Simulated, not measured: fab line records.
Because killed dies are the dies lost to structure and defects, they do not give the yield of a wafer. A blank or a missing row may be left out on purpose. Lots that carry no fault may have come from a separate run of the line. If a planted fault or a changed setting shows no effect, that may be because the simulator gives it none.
Matching of chambers | flow gf180mcu | 4 sister chambers for GF_STI_ETCH_13 on rie diel-01
The step etches the open film in CHF3/O2, stops on Si, target depth 282.31 nm, time 112.9 s. 14 wafers are shown with their chamber, then 7 later ones without.

== WAFERS WITH THEIR CHAMBER ==
wafer  | chamber | drypump motor current A (A) | throttle valve pct (%) | oes product au (a.u.)
L364.1 | 0       | 5.88                        | 8.786                  | 0.835
L364.2 | 3       | 6.16                        | 8.817                  | 0.831
L364.6 | 1       | 5.82                        | 8.800                  | 0.828
L366.4 | 1       | 5.82                        | 8.810                  | 0.829
L366.5 | 3       | 6.19                        | 8.821                  | 0.829
L366.6 | 0       | 5.82                        | 8.794                  | 0.833
L367.4 | 0       | 5.84                        | 8.799                  | 0.841
L367.5 | 3       | 6.19                        | 8.817                  | 0.838
L367.6 | 2       | 6.10                        | 8.822                  | 0.830
L370.1 | 0       | 5.87                        | 8.811                  | 0.836
L370.4 | 2       | 6.11                        | 8.824                  | 0.838
L370.5 | 3       | 6.17                        | 8.803                  | 0.839
L379.4 | 3       | 6.20                        | 8.801                  | 0.837
L379.5 | 0       | 5.83                        | 8.817                  | 0.828

SIGNATURES, as means of the wafers listed above
reading                 | chamber 0 | chamber 1 | chamber 2 | chamber 3 | scatter within a chamber
drypump motor current A | 5.8480    | 5.8200    | 6.1050    | 6.1820    | 0.0195
throttle valve pct      | 8.80140   | 8.80500   | 8.82300   | 8.81180   | 0.0101
oes product au          | 0.83460   | 0.82850   | 0.83400   | 0.83480   | 0.0045
Rule: distance of a wafer from a chamber = root of the sum over the readings of ((wafer's reading minus chamber's mean) / reading's scatter) squared. The wafer belongs to the nearest chamber; if the next one is less than 2 further off, it can't be placed. The scatter is the square root of a quotient: the sum, over the shown wafers, of each reading's squared deviation from its chamber's mean, divided by wafers minus chambers.

== WAFERS WITHOUT THEIR CHAMBER ==
wafer  | drypump motor current A (A) | throttle valve pct (%) | oes product au (a.u.)
L379.6 | 6.18                        | 8.815                  | 0.830
L380.1 | 6.20                        | 8.817                  | 0.822
L380.3 | 6.09                        | 8.804                  | 0.828
L380.4 | 5.84                        | 8.801                  | 0.818
L384.2 | 5.82                        | 8.810                  | 0.821
L384.4 | 6.12                        | 8.808                  | 0.828
L384.5 | 5.82                        | 8.826                  | 0.817

== THE CHAMBER EACH PASSED THROUGH ==
wafer  | from the rows above     | in truth
L379.6 | 3                       | 3
L380.1 | 3                       | 3
L380.3 | 2                       | 2
L380.4 | can't be placed: 1 or 0 | 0
L384.2 | can't be placed: 1 or 0 | 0
L384.4 | can't be placed: 2 or 3 | 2
L384.5 | can't be placed: 1 or 0 | 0
Correct placement for 3 of the 7. Cannot be placed on the basis of these rows: 4; the candidates contain the true chamber in 4. Number placed wrongly: 0.
